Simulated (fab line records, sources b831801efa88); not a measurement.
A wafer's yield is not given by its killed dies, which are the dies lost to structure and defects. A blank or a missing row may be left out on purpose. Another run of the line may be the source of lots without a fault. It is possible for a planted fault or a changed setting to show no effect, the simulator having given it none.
A struck lot beside a sound one    flow sky130    35 out of 708 route steps
Sound: these wafers, L682.1, L682.2, L682.3. Wafers struck: L673.2, L673.4, L673.6. The cause comes at the end.
Per side, at each step with rows, come the tool, then ch with its chambers, and then its first start. Under that, the readings that differ: sound wafers    struck wafers    difference of the means    sigmas: that difference in standard deviations of wafers without a fault.
alike: readings with means less than 2 such deviations apart, plus words and numbers identical on both sides. not compared: withheld readings, readings lacking a value on some wafer, bounds such as >300 that could conceal the same value, and numbers that have no deviation in the record and whose values overlap.
A row with sigmas, a row that says differs or no value, or rows on one side alone: a step with any of these is where the two part. Numbers that have no deviation but don't overlap get no sigmas and don't part them. A reading that every wafer of one side lacks parts them only if that side has two wafers or more.

first, 5 steps without rows for these wafers: SKY_VT_ADJUST_HVTR_COAT_02 (resist thk 1140 nm); SKY_VT_ADJUST_HVTR_SOFTBAKE_03 (time 60 s); SKY_VT_ADJUST_HVTR_EXPOSE_04 (exposes mask HVTRM, target cd 380 nm); SKY_VT_ADJUST_HVTR_PEB_05; SKY_VT_ADJUST_HVTR_DEVELOP_06 (develop time 60 s).
SKY_VT_ADJUST_HVTR_CD_MEAS_07: target cd 380 nm.
  sound: cdSem-01 at day 13 13:23; struck: cdSem-01 at day 10 18:58
  alike: cdNm
SKY_VT_ADJUST_HVTR_OVL_MEAS_08:
  sound: overlay-01 at day 13 13:30; struck: overlay-02 at day 10 19:04
reading                  sound         struck          difference  sigmas
VT_ADJUST_HVTR_OVL (nm)  1.6 -0.3 1.4  -2.1 -2.4 -2.2  -3.1        -3
following that, these wafers have no rows for 1 step: SKY_VT_ADJUST_HVTR_IMPLANT_09.
SKY_VT_ADJUST_HVTR_STRIP_10: strips in O2/N2.
  sound on plasmaAsher-04 ch 0,1, day 13 13:41; struck on plasmaAsher-03 ch 0,1, day 10 19:15
  alike: drypumpMotorCurrentA, oesProductAu, stripTimeToEndpointS
  not compared: rfHoursCounterH
SKY_VT_ADJUST_HVTR_TW_MEAS_11:
  sound: filmMetro-04 at day 13 13:47; struck: filmMetro-01 at day 10 19:29
  alike: VT_ADJUST_HVTR_TW
then, 2 steps without rows for these wafers: SKY_VT_ADJUST_PCH_DEHYDRATE_00 (time 60 s); SKY_VT_ADJUST_PCH_HMDS_01 (prime time 60 s).
SKY_VT_ADJUST_PCH_COAT_02: resist thk 3000 nm.
  sound on lithoTrack-01 ch 0, day 14 03:02; struck on lithoTrack-01, day 11 06:58
  no value came back on the struck wafers for chillPlateTempC (C), dispensePressureKPa (kPa); on the sound wafers chillPlateTempC (C) reads 22.87 22.95 23.04
then, 4 steps without rows for these wafers: SKY_VT_ADJUST_PCH_SOFTBAKE_03; SKY_VT_ADJUST_PCH_EXPOSE_04 (exposes mask NWM, target cd 840 nm); SKY_VT_ADJUST_PCH_PEB_05; SKY_VT_ADJUST_PCH_DEVELOP_06 (develop time 60 s).
SKY_VT_ADJUST_PCH_OVL_MEAS_07:
  sound: overlay-01 at day 14 15:53; struck: overlay-02 at day 11 18:45
reading                 sound          struck  difference                     sigmas
VT_ADJUST_PCH_OVL (nm)  -2.8 -3.2 0.2  - - -   no value on the struck wafers  
following that, these wafers have no rows for 1 step: SKY_VT_ADJUST_PCH_IMPLANT_08.
SKY_VT_ADJUST_PCH_STRIP_09: strips in O2/N2.
  sound on plasmaAsher-02 ch 0,1, day 14 16:05; struck on plasmaAsher-03 ch 0,1, day 11 18:56
  no value came back on the struck wafers for oesProductAu (a.u.), stripTimeToEndpointS (s); on the sound wafers oesProductAu (a.u.) reads 0.723 0.718 0.725
  alike: drypumpMotorCurrentA
  not compared: rfHoursCounterH
SKY_VT_ADJUST_PCH_TW_MEAS_10:
  sound: filmMetro-04 at day 14 16:11; struck: filmMetro-03 at day 11 19:02
  alike: VT_ADJUST_PCH_TW
then, 7 steps without rows for these wafers: SKY_SONOS_TUNNEL_DEHYDRATE_00 (time 60 s); SKY_SONOS_TUNNEL_HMDS_01 (prime time 60 s); SKY_SONOS_TUNNEL_COAT_02 (resist thk 1140 nm); SKY_SONOS_TUNNEL_SOFTBAKE_03 (time 60 s); SKY_SONOS_TUNNEL_EXPOSE_04 (exposes mask TUNM, target cd 410 nm); SKY_SONOS_TUNNEL_PEB_05; SKY_SONOS_TUNNEL_DEVELOP_06 (develop time 60 s).
SKY_SONOS_TUNNEL_CD_MEAS_07: target cd 410 nm.
  sound: cdSem-01 at day 15 19:20; struck: cdSem-01 at day 12 18:26
  alike: cdNm
SKY_SONOS_TUNNEL_OVL_MEAS_08:
  sound: overlay-01 at day 15 19:27; struck: overlay-02 at day 12 18:32
  alike: SONOS_TUNNEL_OVL
then, 3 steps without rows for these wafers: SKY_SONOS_TUNNEL_IMPLANT_09; SKY_SONOS_TUNNEL_WET_ETCH_10 (etches SiO2 in dHF, target depth 14 nm, time 280 s); SKY_SONOS_TUNNEL_STRIP_11 (strips in SPM, time 600 s).
SKY_SONOS_TUNNEL_TW_MEAS_12:
  sound: filmMetro-02 at day 15 19:53; struck: filmMetro-01 at day 12 18:59
reading          sound              struck             difference  sigmas
SONOS_TUNNEL_TW  197.1 196.4 199.0  210.7 209.7 211.0  +13.0       +6
then, 1 step without rows for these wafers: SKY_SONOS_TUNNEL_CLEAN_13 (cleans in dHF, time 20 s).

## WHERE THEY PART
Earliest at SKY_VT_ADJUST_HVTR_OVL_MEAS_08; latest, in this record, at SKY_SONOS_TUNNEL_TW_MEAS_12.

WHY: the cause the simulator had injected
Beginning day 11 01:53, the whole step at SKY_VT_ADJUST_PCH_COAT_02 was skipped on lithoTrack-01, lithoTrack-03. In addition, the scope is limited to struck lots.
